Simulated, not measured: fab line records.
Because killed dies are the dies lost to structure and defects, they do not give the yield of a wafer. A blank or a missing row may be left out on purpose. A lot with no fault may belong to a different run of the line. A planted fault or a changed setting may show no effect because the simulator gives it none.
Which tool did it? || flow gf180mcu || 18 wafers from 6 lots sampled at 4 of the route's 602 steps

== WHAT THE GAUGES READ, wafer by wafer ==
GF_POLY_GATE_THK_MEAS_17.
{"lot": "L771", "measured": "day 10 04:09", "on": "filmMetro-02", "POLY_GATE_OXIDATION_THK (nm)": "3.97 4.07 4.05"}
{"lot": "L774", "measured": "day 11 05:32", "on": "filmMetro-02", "POLY_GATE_OXIDATION_THK (nm)": "4.03 3.97 4.01"}
{"lot": "L776", "measured": "day 11 17:02", "on": "filmMetro-03", "POLY_GATE_OXIDATION_THK (nm)": "3.98 3.91 3.94"}
{"lot": "L787", "measured": "day 15 01:50", "on": "filmMetro-02", "POLY_GATE_OXIDATION_THK (nm)": "3.91 3.90 3.97"}
{"lot": "L789", "measured": "day 15 15:24", "on": "filmMetro-03", "POLY_GATE_OXIDATION_THK (nm)": "3.84 3.85 3.89"}
{"lot": "L791", "measured": "day 16 04:04", "on": "filmMetro-02", "POLY_GATE_OXIDATION_THK (nm)": "3.93 3.97 3.85"}

== WHICH TOOL RAN EACH LOT (tool, then ch and the chambers of the sampled wafers, then the start) ==
{"lot": "L771", "GF_MVPSD_STRIP_10": "plasmaAsher-03 ch 0,1, day 5 18:46", "GF_DUAL_GATE_OXIDATION_15": "furnace-02 ch 0, day 9 06:35", "GF_POLY_GATE_STRIP_14": "plasmaAsher-01 ch 0,1, day 10 02:45"}
{"lot": "L774", "GF_MVPSD_STRIP_10": "plasmaAsher-03 ch 0,1, day 6 15:30", "GF_DUAL_GATE_OXIDATION_15": "furnace-01 ch 0, day 10 05:31", "GF_POLY_GATE_STRIP_14": "plasmaAsher-02 ch 0,1, day 11 04:07"}
{"lot": "L776", "GF_MVPSD_STRIP_10": "plasmaAsher-04 ch 0,1, day 7 02:22", "GF_DUAL_GATE_OXIDATION_15": "furnace-01 ch 0, day 10 18:00", "GF_POLY_GATE_STRIP_14": "plasmaAsher-02 ch 0,1, day 11 15:37"}
{"lot": "L787", "GF_MVPSD_STRIP_10": "plasmaAsher-03 ch 0,1, day 9 20:16", "GF_DUAL_GATE_OXIDATION_15": "furnace-02 ch 0, day 13 23:31", "GF_POLY_GATE_STRIP_14": "plasmaAsher-01 ch 0,1, day 14 23:46"}
{"lot": "L789", "GF_MVPSD_STRIP_10": "plasmaAsher-01 ch 0,1, day 10 07:40", "GF_DUAL_GATE_OXIDATION_15": "furnace-01 ch 0, day 14 09:57", "GF_POLY_GATE_STRIP_14": "plasmaAsher-02 ch 0,1, day 15 11:10"}
{"lot": "L791", "GF_MVPSD_STRIP_10": "plasmaAsher-01 ch 0,1, day 10 20:33", "GF_DUAL_GATE_OXIDATION_15": "furnace-01 ch 0, day 15 01:05", "GF_POLY_GATE_STRIP_14": "plasmaAsher-01 ch 0,1, day 16 02:40"}
- GF_MVPSD_STRIP_10: strips in O2/N2.
- GF_DUAL_GATE_OXIDATION_15: stabilise 600 s, purge 300 s, target thk 7.098 nm.
- GF_POLY_GATE_STRIP_14: strips in O2/N2.

== THE ANSWER, worked out from the rows above alone ==
Rule: what is usual is taken from the lots themselves. Put in order of their means at a reading, lots are off if they are a third of the lots or fewer, leave a main group of 4 or more, and stand apart from it by a gap of 3 or more times the standard deviation of the main group's means; of several such gaps the widest counts. The tables above print the reading to a certain number of digits; a main group whose means all agree to those digits is not used. Also off: a lot with no number at a reading for which 4 or more lots have one. Any other lot the step has rows for is counted as sound.
No lot is off on any of the readings shown, so nothing can be concluded from this.

== WHAT WAS PUT IN BY THE SIMULATOR ==
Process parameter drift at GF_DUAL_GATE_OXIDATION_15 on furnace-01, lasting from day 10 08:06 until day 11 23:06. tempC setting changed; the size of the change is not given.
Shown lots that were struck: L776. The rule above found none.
